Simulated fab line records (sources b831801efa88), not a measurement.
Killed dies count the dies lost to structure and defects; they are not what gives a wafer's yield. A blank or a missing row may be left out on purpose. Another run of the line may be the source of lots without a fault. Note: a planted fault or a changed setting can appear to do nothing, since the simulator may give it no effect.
Which tool did it?	flow gf180mcu	14 lots, 42 wafers sampled, at 3 steps of a route of 602

WHAT THE GAUGES READ, wafer by wafer
GF_NSD_TW_MEAS_12. Usual: NSD_TW gives 4198 (standard deviation 49).
lot	measured	on	NSD_TW	flag
L214	day 13 09:18	film-metro-04	4159 4167 4182	
L215	day 13 13:32	film-metro-03	4281 4258 4266	
L216	day 14 02:11	film-metro-01	4142 4126 4157	
L217	day 14 08:07	film-metro-01	4166 4166 4154	
L218	day 14 13:28	film-metro-03	4256 4252 4250	
L221	day 15 17:24	film-metro-03	4268 4256 4284	
L223	day 16 13:40	film-metro-01	4174 4212 4194	
L224	day 16 21:01	film-metro-04	4191 4195 4182	
L230	day 18 22:54	film-metro-01	4143 4147 4169	
L231	day 19 06:33	film-metro-03	4260 4252 4267	
L232	day 19 16:13	film-metro-01	4162 4171 4140	
L235	day 20 13:37	film-metro-01	4152 4151 4145	
L236	day 20 22:34	film-metro-01	4149 4176 4184	
L237	day 21 11:13	film-metro-03	4264 4265 4234	

WHICH TOOL RAN EACH LOT (tool, then ch and the chambers of the sampled wafers, then the start)
lot	GF_HV_LDD_ETCHBACK_58	GF_NSD_IMPLANT_09
L214	rie-diel-01 ch 0,3, day 12 12:35	implanter-01 ch 0, day 13 08:55
L215	rie-diel-02 ch 2,3, day 12 17:30	implanter-04 ch 0, day 13 13:09
L216	rie-diel-04 ch 1,2,3, day 13 05:59	implanter-03 ch 0, day 14 01:47
L217	rie-diel-01 ch 1,2, day 13 11:05	implanter-01 ch 0, day 14 07:43
L218	rie-diel-04 ch 0,1,2, day 13 16:04	implanter-03 ch 0, day 14 13:05
L221	rie-diel-01 ch 0,1,2, day 14 19:51	implanter-01 ch 0, day 15 17:01
L223	rie-diel-01 ch 0,1, day 15 15:42	implanter-03 ch 0, day 16 13:16
L224	rie-diel-04 ch 1,2, day 15 22:31	implanter-03 ch 0, day 16 20:40
L230	rie-diel-04 ch 0,2, day 17 22:58	implanter-04 ch 0, day 18 22:32
L231	rie-diel-04 ch 0,2, day 18 04:56	implanter-04 ch 0, day 19 06:09
L232	rie-diel-04 ch 0,2,3, day 18 15:17	implanter-04 ch 0, day 19 15:52
L235	rie-diel-04 ch 1,2, day 19 11:55	implanter-03 ch 0, day 20 13:13
L236	rie-diel-01 ch 0,1, day 19 21:48	implanter-04 ch 0, day 20 22:13
L237	rie-diel-01 ch 0,2, day 20 06:16	implanter-03 ch 0, day 21 10:49
- GF_HV_LDD_ETCHBACK_58: etches Si3N4 in CH3F/O2, stops on SiO2, time 100 s, target depth 90 nm.
- GF_NSD_IMPLANT_09

WHAT THE TOOLS THEMSELVES READ (means of the sampled wafers that have a number; where no wafer has one, the mark that the record gives instead)
GF_HV_LDD_ETCHBACK_58. Usual: drypump-motor-current-A 5.81 A, standard deviation 0.28; oes-product-au 0.842 a.u., standard deviation 0.0068; throttle-valve-pct 10.560 %, standard deviation 0.0086.
lot	tool	drypump-motor-current-A (A)	oes-product-au (a.u.)	throttle-valve-pct (%)	flag
L214	rie-diel-01	6.07	0.846	10.563	
L215	rie-diel-02	5.98	0.845	10.559	
L216	rie-diel-04	5.51	0.846	10.559	
L217	rie-diel-01	6.01	0.843	10.559	
L218	rie-diel-04	5.70	0.838	10.561	
L221	rie-diel-01	5.93	0.836	10.566	
L223	rie-diel-01	5.84	0.848	10.566	
L224	rie-diel-04	5.51	0.840	10.562	
L230	rie-diel-04	5.79	0.837	10.556	
L231	rie-diel-04	5.80	0.855	10.563	
L232	rie-diel-04	5.59	0.838	10.562	
L235	rie-diel-04	5.51	0.835	10.556	
L236	rie-diel-01	5.83	0.835	10.556	
L237	rie-diel-01	6.02	0.845	10.570	

GF_NSD_IMPLANT_09. Usual: tilt-deg 7.001 degrees, standard deviation 0.022.
lot	tool	tilt-deg (degrees)	flag
L214	implanter-01	7.011	
L215	implanter-04	7.018	
L216	implanter-03	7.008	
L217	implanter-01	6.975	
L218	implanter-03	7.000	
L221	implanter-01	7.013	
L223	implanter-03	8.546	OFF
L224	implanter-03	8.579	OFF
L230	implanter-04	7.004	
L231	implanter-04	7.009	
L232	implanter-04	6.973	
L235	implanter-03	7.016	
L236	implanter-04	7.050	
L237	implanter-03	6.991	

THE ANSWER, worked out from the rows above alone
Rule: a lot counts as off when the mean over its wafers that have a number is more than 3 standard deviations away from the usual mean. A lot without any number at a reading at which 4 lots or more have one is off too. Any other lot the step has rows for is counted as sound. The gauges are gone through in route order, then the tools' own readings, and for those a lot's mean is taken as printed above. At the first step where some lot is off, the reading lying furthest off is the one used; lots without a number count as furthest.
Off at GF_NSD_IMPLANT_09 (tilt-deg): L223, L224.
If a tool, at that step or one of the process steps before it, ran each lot that is off and ran no sound lot following the first of them, it fits. Of those tried, none fits.

WHAT HAD BEEN PUT IN BY THE SIMULATOR
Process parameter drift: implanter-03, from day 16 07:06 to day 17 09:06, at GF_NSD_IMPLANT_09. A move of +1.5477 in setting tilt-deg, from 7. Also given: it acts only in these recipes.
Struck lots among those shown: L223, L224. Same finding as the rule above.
